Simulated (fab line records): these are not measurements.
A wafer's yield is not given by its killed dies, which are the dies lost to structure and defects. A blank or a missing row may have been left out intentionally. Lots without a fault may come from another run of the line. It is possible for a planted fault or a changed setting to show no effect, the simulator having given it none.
A struck lot beside a sound one / flow sky130 / 14 out of 708 route steps
Sound: wafers L815.2, L815.3, L815.5. Wafers L811.2, L811.4, L811.5 were the ones struck. Last of all comes the cause.
For every step that has rows: the tool of each side, followed by ch and its chambers, followed by its first start. Under that, the readings that differ: sound wafers / struck wafers / difference of the means / sigmas: that difference in standard deviations of wafers without a fault.
alike: readings with means less than 2 such deviations apart, plus words and numbers identical on both sides. not compared: withheld readings, readings lacking a value on some wafer, bounds such as >300 that could conceal the same value, and numbers that have no deviation in the record and whose values overlap.
Wherever a step has rows on one side only, a row that says differs or no value, or a row with sigmas, the two part there. Numbers that don't overlap but have no deviation are shown without sigmas and don't part them. Lack of a reading on every wafer of one side parts them only where that side has two or more wafers.

first, 4 steps without rows for these wafers: SKY_METAL5_SOFTBAKE_10 (time 60 s); SKY_METAL5_EXPOSE_11 (exposes mask MM5, target cd 1600 nm); SKY_METAL5_PEB_12; SKY_METAL5_DEVELOP_13 (develop time 60 s).
SKY_METAL5_DESCUM_14: chemistry O2, time 11 s.
  sound on rie-metal-02 ch 0,1, day 49 03:36; struck on rie-metal-01 ch 0,1, day 48 07:09
  alike: drypump-motor-current-A, oes-product-au
  not compared: rf-hours-counter-h
SKY_METAL5_METAL_ETCH_15: etches the open film in Cl2/BCl3, stops on SiO2, target depth 1260 nm, time 252 s.
  sound on rie-metal-02 ch 0,1, day 49 03:38; struck on rie-metal-01 ch 0,1, day 48 07:11
  alike: drypump-motor-current-A, oes-product-au, throttle-valve-pct
  not compared: rf-hours-counter-h
SKY_METAL5_STRIP_16: strips in O2/N2.
  sound on plasma-asher-01 ch 0,1, day 49 03:52; struck on plasma-asher-04 ch 0,1, day 48 07:25
  alike: drypump-motor-current-A, o2-flow-sccm, oes-product-au, strip-time-to-endpoint-s
  not compared: rf-hours-counter-h
then, 3 steps without rows for these wafers: SKY_METAL5_STRIP_17 (strips in post etch residue remover, time 1200 s); SKY_METAL5_CLEAN_18 (cleans in IPA, time 180 s); SKY_METAL5_CLEAN_19 (cleans in O3/DIW).
SKY_PASSIVATION_CVD_00: deposits SiO2, target thk 90 nm.
  sound on pecvd-03 ch 0,1,2, day 49 04:28; struck on pecvd-04 ch 0,1, day 48 08:03
  alike: heater-power-outer-w, heater-power-w
SKY_PASSIVATION_THK_MEAS_01:
  sound on film-metro-01 at day 49 04:29; struck on film-metro-02 at day 48 08:05
  alike: PASSIVATION_CVD_00_THK
SKY_PASSIVATION_CVD_02: deposits Si3N4, target thk 540 nm.
  sound on pecvd-04 ch 0,2, day 49 04:32; struck on pecvd-03 ch 0,1, day 48 08:08
  no value came back on the struck wafers for heater-power-outer-w (W), heater-power-w (W); on the sound wafers heater-power-outer-w (W) reads 426 378 408
following that, these wafers have no rows for 1 step: SKY_PAD_OPEN_PROBE_99.

== WHERE THEY PART ==
Only at SKY_PASSIVATION_CVD_02, as far as this record shows.

WHY: the cause the simulator had injected
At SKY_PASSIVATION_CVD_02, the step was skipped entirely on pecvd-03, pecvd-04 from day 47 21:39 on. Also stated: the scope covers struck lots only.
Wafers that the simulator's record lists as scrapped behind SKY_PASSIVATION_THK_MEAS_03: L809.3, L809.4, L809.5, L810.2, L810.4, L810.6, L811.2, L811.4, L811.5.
